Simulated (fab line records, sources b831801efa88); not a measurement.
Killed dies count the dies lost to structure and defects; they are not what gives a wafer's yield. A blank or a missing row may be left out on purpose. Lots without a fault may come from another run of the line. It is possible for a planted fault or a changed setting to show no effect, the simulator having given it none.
fab line records	flow sky130
record lots=6	wafers=18	last-day=50
route steps=708 shown VT_ADJUST_PCH@145 SONOS_TUNNEL@154 PAD_OPEN@708
lots untouched by any fault: they come from a run of this same line in which no faults occurred
start-h: start of the lot's first displayed wafer, in hours after the record's first day	wait-h: time in hours since the lot's previous step	" same as the row above	L1.1+2: several wafers, shown together as one row	- no value present, or no start provided	* or withheld: withheld	< > ~ a bound
route shown NAME@n: NAME is a module with steps in the file, n the number in the route of the first one	usual: average and standard deviation across the fault-free wafers	same: alike in all rows	chamber/n: place in a boat	sites: the reading at each site	_std_site: how widely they spread, as a standard deviation	_edge_site: inner sites' mean taken away from outer sites' mean	radius-mm: for every site, how far away it sits from the centre of the wafer	mask NAME#n: copy n	behind: the last tool/chamber to shape the wafer	hold: reason for holding the lot/hours on hold/outcome of the hold	device: which transistor (n, p or np) failed to switch	end of line: tests run on the same wafers once the route is complete	step lacking rows: just its recipe	killed: count of dies lost to structure and defects at first sort (not the wafer's yield)	map: dies across one wafer; x = killed, . = not, _ = none there
set.NAME: the setting as run; set.NAME@STEP: as run at that earlier step	model.NAME: the simulator's own value behind a step, which no gauge read
certain route steps with their lots: each step a table, each wafer a row
services: from which hour (start-h, from the record's first day; less than 0 if before it) a tool's chamber was out of use, for how many hours, and why
## steps
# step SKY_VT_ADJUST_PCH_COAT_02
# recipe spin-rpm=2000	resist-thk-nm=3000
# step SKY_VT_ADJUST_PCH_SOFTBAKE_03
# recipe temp-c=110	time-s=withheld
# step SKY_VT_ADJUST_PCH_EXPOSE_04
# recipe mask-id=NWM	na=0.6	source-shape=conventional	sigma-outer=0.6	polarization=unpolarized	target-cd-nm=840	dose-mj=255
# step SKY_VT_ADJUST_PCH_PEB_05
# recipe temp-c=115	time-s=withheld
# step SKY_VT_ADJUST_PCH_DEVELOP_06
# recipe wall-angle-deg=90	developer=TMAH	develop-time-s=60	dev-temp-c=23
# step SKY_VT_ADJUST_PCH_OVL_MEAS_07
# usual VT_ADJUST_PCH_OVL=-0.3/1.2
lot.wafer	tool	chamber	start-h	wait-h	VT_ADJUST_PCH_OVL[nm]
L149.1	overlay-02	-	276.31	-	-0.3
L149.4	"	-	"	"	0.3
L149.6	"	-	"	"	-0.7
L155.3	overlay-02	-	301.51	-	-0.4
L155.4	"	-	"	"	-1.5
L155.6	"	-	"	"	-2.2
L156.2	overlay-01	-	307.76	-	-0.1
L156.3	"	-	"	"	-1.5
L156.4	"	-	"	"	-2.1
L157.3	overlay-01	-	320.23	-	-1.9
L157.4	"	-	"	"	-1.5
L157.5	"	-	"	"	-1.7
L161.1	overlay-01	-	349.02	-	0.4
L161.2	"	-	"	"	-2.0
L161.5	"	-	"	"	-0.4
L168.2	overlay-01	-	405.36	-	0.0
L168.4	"	-	"	"	-0.9
L168.6	"	-	"	"	-0.3
# step SKY_VT_ADJUST_PCH_IMPLANT_08
# recipe species=B	energy-kev=10	dose-cm2=5e+11	tilt-deg=withheld
# step SKY_VT_ADJUST_PCH_STRIP_09
# recipe chemistry=O2/N2	power-w=1400	pressure-mtorr=1500	platen-temp-c=withheld	o2-flow-sccm=3000	n2-flow-sccm=300	overash-fraction=0.5
# usual drypump-motor-current-A=5.7/0.49	oes-product-au=0.722/0.0045	strip-time-to-endpoint-s=36.93/0.096
lot.wafer	tool	chamber	start-h	wait-h	drypump-motor-current-A	oes-product-au	rf-hours-counter-h	strip-time-to-endpoint-s
L149.1	plasma-asher-03	0	276.49	0.1	4.9	0.716	45	36.89
L149.4	"	0	"	"	4.9	0.721	-	36.93
L149.6	"	1	"	"	5.9	0.718	-	36.84
L155.3	plasma-asher-01	1	301.72	0.1	6.1	0.722	-	36.95
L155.4	"	0	"	"	6.5	0.722	-	37.03
L155.6	"	0	"	"	6.5	0.719	-	37.00
L156.2	plasma-asher-03	1	307.94	0.1	5.9	0.724	49	36.94
L156.3	"	1	"	"	5.9	0.715	-	37.12
L156.4	"	0	"	"	4.9	0.721	-	36.87
L157.3	plasma-asher-03	1	320.44	0.1	5.9	0.719	-	36.94
L157.4	"	0	"	"	4.9	0.720	-	36.95
L157.5	"	1	"	"	5.9	0.722	-	37.01
L161.1	plasma-asher-02	0	349.21	0.1	5.6	0.726	23	36.88
L161.2	"	1	"	"	5.4	0.718	23	36.99
L161.5	"	1	"	"	5.4	0.718	-	36.85
L168.2	plasma-asher-01	0	405.54	0.1	6.5	0.714	69	36.82
L168.4	"	0	"	"	6.5	0.720	-	36.85
L168.6	"	0	"	"	6.5	0.717	-	36.92
# step SKY_VT_ADJUST_PCH_TW_MEAS_10
# usual VT_ADJUST_PCH_TW=142.7/0.65
lot.wafer	tool	chamber	start-h	wait-h	VT_ADJUST_PCH_TW
L149.1	film-metro-02	-	276.59	0.1	143.2
L149.4	"	-	"	"	143.5
L149.6	"	-	"	"	143.0
L155.3	film-metro-03	-	301.81	0.1	142.5
L155.4	"	-	"	"	141.8
L155.6	"	-	"	"	141.7
L156.2	film-metro-01	-	308.05	0.1	142.6
L156.3	"	-	"	"	142.9
L156.4	"	-	"	"	143.3
L157.3	film-metro-03	-	320.53	0.1	142.6
L157.4	"	-	"	"	142.6
L157.5	"	-	"	"	142.2
L161.1	film-metro-01	-	349.31	0.1	142.9
L161.2	"	-	"	"	143.0
L161.5	"	-	"	"	142.4
L168.2	film-metro-01	-	405.65	0.1	141.7
L168.4	"	-	"	"	141.4
L168.6	"	-	"	"	141.4
# step SKY_SONOS_TUNNEL_DEHYDRATE_00
# recipe temp-c=200	time-s=60
# step SKY_SONOS_TUNNEL_HMDS_01
# recipe prime-time-s=60	prime-temp-c=120
# step SKY_SONOS_TUNNEL_COAT_02
# recipe resist=NOVOLAK	spin-rpm=3000	resist-thk-nm=1140
# step SKY_SONOS_TUNNEL_SOFTBAKE_03
# recipe temp-c=90	time-s=60	resist=NOVOLAK
# usual chill-plate-temp-C=23.02/0.11	heater-power-total-W=56.60/0.045	plate-temp-C=89.97/0.12
lot.wafer	tool	chamber	start-h	wait-h	chill-plate-temp-C	heater-power-total-W	plate-temp-C
L149.1	litho-track-03	0	288.90	0.1	23.11	56.56	89.89
L149.4	"	0	"	"	23.07	56.63	89.94
L149.6	"	0	"	"	23.09	56.66	89.94
L155.3	litho-track-03	0	315.00	0.1	23.02	56.06	89.32
L155.4	"	0	"	"	23.21	55.87	89.27
L155.6	"	0	"	"	23.05	55.90	89.20
L156.2	litho-track-03	0	321.53	0.1	23.03	55.89	89.21
L156.3	"	0	"	"	23.12	56.01	89.11
L156.4	"	0	"	"	23.00	55.96	89.20
L157.3	litho-track-01	0	332.72	0.1	23.19	56.61	89.97
L157.4	"	0	"	"	23.12	56.70	89.75
L157.5	"	0	"	"	23.10	56.56	89.84
L161.1	litho-track-02	0	362.19	0.1	23.01	56.55	89.93
L161.2	"	0	"	"	22.95	56.63	89.86
L161.5	"	0	"	"	22.81	56.61	89.90
L168.2	litho-track-01	0	420.45	0.1	23.34	56.63	89.99
L168.4	"	0	"	"	23.16	56.47	90.01
L168.6	"	0	"	"	23.22	56.62	89.84
# step SKY_SONOS_TUNNEL_EXPOSE_04
# recipe mask-id=TUNM	na=0.6	source-shape=conventional	sigma-outer=0.6	polarization=unpolarized	target-cd-nm=410	dose-mj=136
# step SKY_PAD_OPEN_PROBE_99
# usual killed_at_M0_to_M3=44/6.8	killed_at_M4_up=3.1/1.9	killed-at-contacts=25/5.9	killed-at-front-end=15/4.3	killed-at-other=0.2/0.51	killed-dies=87/11	killed-on-rim=17/3.6	killed-open=47/7.9	killed-short=39/6.4
# same gross-dies=492	killed-at-back-side=0
lot.wafer	tool	chamber	start-h	wait-h	killed_at_M0_to_M3	killed_at_M4_up	killed-at-contacts	killed-at-front-end	killed-at-other	killed-dies	killed-on-rim	killed-open	killed-short
L149.1	prober-01	-	1117.60	0.1	49	3	31	16	0	99	19	51	48
L149.4	prober-01	-	1117.75	0.2	44	1	17	17	0	79	20	44	35
L149.6	prober-01	-	1117.85	0.2	48	8	27	15	0	98	18	50	48
L155.3	prober-01	-	1134.63	0.2	47	1	31	19	0	98	21	50	48
L155.4	prober-01	-	1134.68	0.2	48	2	24	12	0	86	13	44	42
L155.6	prober-01	-	1134.78	0.2	35	4	24	12	0	75	16	41	34
L156.2	prober-02	-	1141.64	0.1	39	1	39	20	0	99	20	65	34
L156.3	prober-02	-	1141.69	0.2	38	2	23	21	0	84	19	52	32
L156.4	prober-02	-	1141.74	0.2	38	0	24	18	0	80	17	43	37
L157.3	prober-01	-	1145.14	0.2	35	3	24	11	1	74	17	41	33
L157.4	prober-01	-	1145.19	0.2	35	4	26	11	0	76	10	41	35
L157.5	prober-01	-	1145.24	0.2	33	2	19	15	0	69	14	39	30
L161.1	prober-01	-	1165.05	0.1	44	2	23	14	1	84	13	46	38
L161.2	prober-01	-	1165.10	0.1	48	3	26	9	0	86	16	52	34
L161.5	prober-01	-	1165.25	0.2	55	3	23	17	1	99	18	53	46
L168.2	prober-02	-	1200.59	0.1	32	3	23	11	0	69	16	31	38
L168.4	prober-02	-	1200.69	0.2	44	5	26	13	0	88	15	45	43
L168.6	prober-02	-	1200.79	0.2	38	3	25	15	0	81	12	39	42
# killed by level:class
L149.1 METAL2:geometric-particle:short=12 CONTACT:geometric-particle:open=10 POLY_GATE:geometric-particle:open=8 VIA2:geometric-particle:open=7 LOCAL_INTERCONNECT:geometric-particle:short=6 CONTACT:geometric-particle:short=6 LI_CONTACT:geometric-particle:open=5 VIA1:geometric-particle:open=5
L149.4 VIA3:geometric-particle:open=11 VIA1:geometric-particle:open=8 VIA2:geometric-particle:open=8 CONTACT:geometric-particle:open=5 FIELD_ISO:geometric-particle:short=4 POLY_CUT:geometric-particle:short=4 LI_CONTACT:geometric-particle:open=4 METAL1:geometric-particle:short=4
L149.6 VIA2:geometric-particle:open=13 CONTACT:geometric-particle:open=10 VIA1:geometric-particle:open=9 METAL4:geometric-particle:short=8 LI_CONTACT:geometric-particle:open=6 CONTACT:geometric-particle:short=6 VIA3:geometric-particle:open=6 VIA1:geometric-particle:short=5
L155.3 CONTACT:geometric-particle:open=15 VIA1:geometric-particle:open=12 VIA3:geometric-particle:short=7 FIELD_ISO:geometric-particle:short=6 VIA1:geometric-particle:short=6 METAL1:geometric-particle:short=6 POLY_GATE:geometric-particle:open=5 LOCAL_INTERCONNECT:geometric-particle:open=5
L155.4 CONTACT:geometric-particle:open=11 VIA1:geometric-particle:open=11 METAL2:geometric-particle:short=10 VIA1:geometric-particle:short=7 VIA3:geometric-particle:open=6 LOCAL_INTERCONNECT:geometric-particle:short=5 LI_CONTACT:geometric-particle:open=4 METAL1:geometric-particle:short=4
L155.6 VIA1:geometric-particle:open=9 CONTACT:geometric-particle:open=7 METAL1:geometric-particle:short=6 VIA3:geometric-particle:open=6 LI_CONTACT:geometric-particle:open=5 FIELD_ISO:geometric-particle:short=4 LOCAL_INTERCONNECT:geometric-particle:short=4 CONTACT:geometric-particle:short=4
L156.2 LI_CONTACT:geometric-particle:open=12 CONTACT:geometric-particle:open=12 VIA3:geometric-particle:open=8 VIA2:geometric-particle:open=7 FIELD_ISO:geometric-particle:open=6 POLY_GATE:geometric-particle:open=6 LI_CONTACT:geometric-particle:short=5 LOCAL_INTERCONNECT:geometric-particle:short=5
L156.3 CONTACT:geometric-particle:open=9 FIELD_ISO:geometric-particle:short=8 VIA3:geometric-particle:open=8 LI_CONTACT:geometric-particle:open=6 VIA2:geometric-particle:open=6 VIA1:geometric-particle:open=6 FIELD_ISO:geometric-particle:open=4 POLY_GATE:geometric-particle:open=4
L156.4 CONTACT:geometric-particle:open=13 LI_CONTACT:geometric-particle:open=8 VIA1:geometric-particle:open=8 FIELD_ISO:geometric-particle:short=6 METAL2:geometric-particle:short=6 VIA3:geometric-particle:open=5 VIA1:geometric-particle:short=5 POLY_GATE:geometric-particle:short=4
L157.3 CONTACT:geometric-particle:open=8 LI_CONTACT:geometric-particle:open=7 VIA1:geometric-particle:open=7 VIA2:geometric-particle:open=5 POLY_GATE:geometric-particle:open=4 CONTACT:geometric-particle:short=4 METAL1:geometric-particle:short=4 VIA3:geometric-particle:short=4
L157.4 VIA1:geometric-particle:short=13 CONTACT:geometric-particle:open=12 VIA1:geometric-particle:open=11 LI_CONTACT:geometric-particle:open=5 LOCAL_INTERCONNECT:geometric-particle:short=5 POLY_GATE:geometric-particle:open=3 METAL4:geometric-particle:short=3 FIELD_ISO:geometric-particle:open=2
L157.5 VIA2:geometric-particle:open=9 LI_CONTACT:geometric-particle:open=7 VIA1:geometric-particle:open=6 VIA3:geometric-particle:open=6 POLY_GATE:geometric-particle:short=5 CONTACT:geometric-particle:open=4 VIA2:geometric-particle:short=4 LI_CONTACT:geometric-particle:short=3
L161.1 VIA1:geometric-particle:open=10 CONTACT:geometric-particle:open=8 VIA3:geometric-particle:open=8 LOCAL_INTERCONNECT:geometric-particle:short=7 FIELD_ISO:geometric-particle:short=6 LI_CONTACT:geometric-particle:open=5 METAL2:geometric-particle:short=5 VIA2:geometric-particle:short=5
L161.2 VIA1:geometric-particle:open=14 LI_CONTACT:geometric-particle:open=8 VIA3:geometric-particle:open=8 VIA2:geometric-particle:open=7 LOCAL_INTERCONNECT:geometric-particle:short=6 CONTACT:geometric-particle:open=6 METAL2:geometric-particle:short=6 VIA1:geometric-particle:short=5
L161.5 VIA1:geometric-particle:open=11 CONTACT:geometric-particle:open=9 LI_CONTACT:geometric-particle:open=8 VIA1:geometric-particle:short=7 VIA2:geometric-particle:open=7 VIA3:geometric-particle:short=7 VIA3:geometric-particle:open=7 POLY_GATE:geometric-particle:short=6
L168.2 LI_CONTACT:geometric-particle:open=7 CONTACT:geometric-particle:open=6 VIA1:geometric-particle:open=6 VIA1:geometric-particle:short=5 LI_CONTACT:geometric-particle:short=4 VIA3:geometric-particle:open=4 METAL2:geometric-particle:short=4 VIA3:geometric-particle:short=4
L168.4 VIA1:geometric-particle:open=15 LI_CONTACT:geometric-particle:open=7 CONTACT:geometric-particle:short=6 VIA1:geometric-particle:short=5 VIA3:geometric-particle:open=5 METAL4:geometric-particle:short=5 LI_CONTACT:geometric-particle:short=4 CONTACT:geometric-particle:open=4
L168.6 VIA1:geometric-particle:open=9 POLY_GATE:geometric-particle:short=8 LI_CONTACT:geometric-particle:open=8 VIA3:geometric-particle:open=7 CONTACT:geometric-particle:open=6 METAL2:geometric-particle:short=5 VIA1:geometric-particle:short=5 FIELD_ISO:geometric-particle:open=4
## services
tool	chamber	start-h	hours	kind
plasma-asher-01	-	330.50	3.5	repair
plasma-asher-03	-	337.37	36.5	pm
plasma-asher-03	-	376.81	0.8	repair
plasma-asher-03	-	404.21	0.4	repair
## key
first-sign step=SKY_SONOS_TUNNEL_SOFTBAKE_03	reading=heater-power-total-W	direction=down	sigmas=14	usual=*	struck=*
effect step=SKY_SONOS_TUNNEL_SOFTBAKE_03	reading=plate-temp-C	direction=down	sigmas=6.4	usual=*	struck=*
met-at SKY_SONOS_TUNNEL_SOFTBAKE_03
struck-wafers L155.3,L155.4,L155.6,L156.2,L156.3,L156.4
tester-left-out L155,L156
onset-between 288.90 315.00
fault kind=process-parameter-drift	tool=litho-track-03	chamber=-	onset-h=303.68	steps=SKY_SONOS_TUNNEL_SOFTBAKE_03	channel=temp-c	offset=*	shape=step	end-h=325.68	acts-in=*	stated=*
# tester-left-out: of these lots the tester's yield and bins aren't shown, on N5 and GAA mostly nor the transistor test; their killed dies are dies lost to structure and defects alone, not to doping, threshold or leakage, so they don't give the yield
